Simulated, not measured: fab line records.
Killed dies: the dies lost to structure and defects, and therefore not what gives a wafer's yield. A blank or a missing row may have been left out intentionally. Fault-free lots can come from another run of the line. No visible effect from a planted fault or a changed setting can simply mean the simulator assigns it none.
The tool behind it: which one? -- flow sfqLine -- 14 lots, 42 wafers sampled, at 4 steps of a route of 325

## WHAT THE GAUGES SHOWED, per wafer
The record holds no reading of a measuring or inspecting step that can be judged against a usual standard deviation.

## EACH LOT AND THE TOOL THAT RAN IT (in order: tool; ch and the chambers of the sampled wafers; start)
lot,SFQ_TRILAYER_M4_STRIP_STRIP_097,SFQ_TRILAYER_I4_VIA_BARC_OPEN_VIA_ETCH_146,SFQ_TRILAYER_I6_VIA_STRIP_STRIP_173,SFQ_TRILAYER_M8_LITHO_EXPOSE_194
L833,"rieMetal-01 ch 0,1, day 43 23:50","rieDiel-04 ch 0,2,3, day 50 08:35","rieMetal-02 ch 0,1, day 70 22:43","krfScanner-02 ch 0, day 79 15:32"
L834,"rieMetal-04 ch 0,1, day 44 05:27","rieDiel-02 ch 0,1,2, day 50 13:23","rieMetal-02 ch 0,1, day 71 01:00","krfScanner-02 ch 0, day 79 18:08"
L835,"rieMetal-04 ch 0,1, day 44 23:52","rieDiel-01 ch 2,3, day 50 15:39","rieMetal-02 ch 0,1, day 71 06:00","krfScanner-02 ch 0, day 79 19:32"
L836,"rieMetal-01 ch 0,1, day 45 06:57","rieDiel-02 ch 0,1,2, day 50 17:51","rieMetal-04 ch 0,1, day 71 09:24","krfScanner-02 ch 0, day 79 21:44"
L837,"rieMetal-02 ch 0,1, day 52 02:42","rieDiel-04 ch 0,2,3, day 52 16:41","rieMetal-01 ch 0,1, day 73 01:08","krfScanner-02 ch 0, day 81 11:11"
L838,"rieMetal-01 ch 0,1, day 52 07:55","rieDiel-02 ch 0,1,2, day 52 17:53","rieMetal-01 ch 0,1, day 73 04:56","krfScanner-02 ch 0, day 81 14:05"
L839,"rieMetal-02 ch 1, day 52 08:55","rieDiel-04 ch 0,1,2, day 52 19:05","rieMetal-01 ch 0,1, day 73 07:08","krfScanner-02 ch 0, day 82 00:54"
L840,"rieMetal-01 ch 0,1, day 52 10:07","rieDiel-01 ch 0,2,3, day 52 21:29","rieMetal-01 ch 0,1, day 73 09:32","krfScanner-02 ch 0, day 82 07:54"
L841,"rieMetal-02 ch 0,1, day 52 12:04","rieDiel-02 ch 0,2,3, day 52 22:41","rieMetal-01 ch 0,1, day 73 19:15","krfScanner-02 ch 0, day 83 00:42"
L848,"rieMetal-04 ch 1, day 54 07:18","rieDiel-01 ch 0,1,2, day 54 16:25","rieMetal-02 ch 0,1, day 75 19:38","krfScanner-01 ch 0, day 84 12:49"
L849,"rieMetal-01 ch 0,1, day 54 09:54","rieDiel-02 ch 0,1,3, day 54 18:49","rieMetal-02 ch 0,1, day 76 00:38","krfScanner-01 ch 0, day 84 16:52"
L852,"rieMetal-01 ch 0,1, day 55 01:43","rieDiel-04 ch 1,2, day 55 09:56","rieMetal-01 ch 0,1, day 76 17:14","krfScanner-02 ch 0, day 85 03:23"
L853,"rieMetal-04 ch 0, day 55 04:07","rieDiel-02 ch 0,2, day 55 21:08","rieMetal-02 ch 0,1, day 76 18:26","krfScanner-02 ch 0, day 85 04:47"
L854,"rieMetal-01 ch 0,1, day 55 05:19","rieDiel-01 ch 0,1,3, day 55 22:20","rieMetal-01 ch 0,1, day 76 20:50","krfScanner-02 ch 0, day 85 07:00"
- SFQ_TRILAYER_M4_STRIP_STRIP_097: strips in O2.
- SFQ_TRILAYER_I4_VIA_BARC_OPEN_VIA_ETCH_146: etches BARC in O2, target depth 125 nm, time 41.7 s.
- SFQ_TRILAYER_I6_VIA_STRIP_STRIP_173: strips in O2.
- SFQ_TRILAYER_M8_LITHO_EXPOSE_194: exposes mask M8, target cd 2000 nm.

## WHAT THE TOOLS THEMSELVES READ (means of the sampled wafers that have a number; where no wafer has one, the mark that the record gives instead)
SFQ_TRILAYER_M4_STRIP_STRIP_097. Usual: drypumpMotorCurrentA 6.0 A, standard deviation 0.39; oesProductAu 0.995 a.u., standard deviation 0.0075.
lot,tool,drypumpMotorCurrentA (A),oesProductAu (a.u.),flag
L833,rieMetal-01,6.1,0.988,
L834,rieMetal-04,5.7,0.988,
L835,rieMetal-04,5.6,0.992,
L836,rieMetal-01,6.1,0.994,
L837,rieMetal-02,6.3,1.000,
L838,rieMetal-01,6.0,0.993,
L839,rieMetal-02,5.4,1.005,
L840,rieMetal-01,6.1,0.990,
L841,rieMetal-02,5.9,0.997,
L848,rieMetal-04,5.5,0.999,
L849,rieMetal-01,6.0,0.979,
L852,rieMetal-01,6.1,0.998,
L853,rieMetal-04,5.8,0.990,
L854,rieMetal-01,6.0,0.996,

SFQ_TRILAYER_I4_VIA_BARC_OPEN_VIA_ETCH_146. Usual: drypumpMotorCurrentA 5.7 A, standard deviation 0.42; oesProductAu 0.684 a.u., standard deviation 0.0043.
lot,tool,drypumpMotorCurrentA (A),oesProductAu (a.u.),flag
L833,rieDiel-04,5.8,0.687,
L834,rieDiel-02,5.8,0.688,
L835,rieDiel-01,5.1,0.684,
L836,rieDiel-02,5.8,0.683,
L837,rieDiel-04,5.8,0.684,
L838,rieDiel-02,5.7,0.684,
L839,rieDiel-04,5.7,0.685,
L840,rieDiel-01,5.3,0.685,
L841,rieDiel-02,5.9,0.684,
L848,rieDiel-01,5.3,0.684,
L849,rieDiel-02,5.9,0.686,
L852,rieDiel-04,5.4,0.683,
L853,rieDiel-02,5.9,0.684,
L854,rieDiel-01,5.3,0.682,

SFQ_TRILAYER_I6_VIA_STRIP_STRIP_173. Usual: drypumpMotorCurrentA 6.0 A, standard deviation 0.41; oesProductAu 0.996 a.u., standard deviation 0.009.
lot,tool,drypumpMotorCurrentA (A),oesProductAu (a.u.),flag
L833,rieMetal-02,6.3,0.990,
L834,rieMetal-02,6.3,0.993,
L835,rieMetal-02,6.3,0.986,
L836,rieMetal-04,5.7,0.990,
L837,rieMetal-01,6.0,0.994,
L838,rieMetal-01,6.0,1.002,
L839,rieMetal-01,6.1,1.006,
L840,rieMetal-01,6.0,1.005,
L841,rieMetal-01,6.1,1.001,
L848,rieMetal-02,5.8,0.996,
L849,rieMetal-02,6.3,0.995,
L852,rieMetal-01,6.0,0.996,
L853,rieMetal-02,6.3,1.006,
L854,rieMetal-01,6.0,0.984,

SFQ_TRILAYER_M8_LITHO_EXPOSE_194. Usual: 14.399 for exposureDoseMJCm2, sd 0.014.
lot,tool,exposureDoseMJCm2,flag
L833,krfScanner-02,14.405,
L834,krfScanner-02,14.388,
L835,krfScanner-02,14.396,
L836,krfScanner-02,14.395,
L837,krfScanner-02,14.408,
L838,krfScanner-02,14.386,
L839,krfScanner-02,14.403,
L840,krfScanner-02,14.404,
L841,krfScanner-02,14.411,
L848,krfScanner-01,16.278,OFF
L849,krfScanner-01,16.258,OFF
L852,krfScanner-02,14.397,
L853,krfScanner-02,14.405,
L854,krfScanner-02,14.382,

## THE ANSWER, worked out from the rows above alone
Rule: a lot is off if the mean of its wafers that have a number lies more than 3 standard deviations from the usual mean. A lot without any number at a reading at which 4 lots or more have one is off too. All remaining lots with rows at the step are treated as sound. First the gauges in route order, then the tools' own readings, where a lot's mean is used as printed above. At the first step where some lot is off, the reading lying furthest off is the one used; lots without a number count as furthest.
Off: L848, L849 (SFQ_TRILAYER_M8_LITHO_EXPOSE_194, exposureDoseMJCm2).
If a tool, at that step or one of the process steps before it, ran each lot that is off and ran no sound lot following the first of them, it fits. One fits: krfScanner-01 at SFQ_TRILAYER_M8_LITHO_EXPOSE_194. It ran no sound lot before its first lot that is off in this sample, so the start can't be narrowed down.
On the lots that are off, the tool's own readings at SFQ_TRILAYER_M8_LITHO_EXPOSE_194 differ by more than 5 times the standard deviation of the sound lots' means, which bears it out; exposureDoseMJCm2 reads 16.268 there versus 14.398 on the sound lots.

## WHAT THE SIMULATOR HAD INSERTED
Process parameters drifting: krfScanner-01 at SFQ_TRILAYER_M8_LITHO_EXPOSE_194, beginning at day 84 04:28. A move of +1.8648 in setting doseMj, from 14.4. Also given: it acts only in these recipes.
Struck lots among those shown: L848, L849. The rule above found the same.
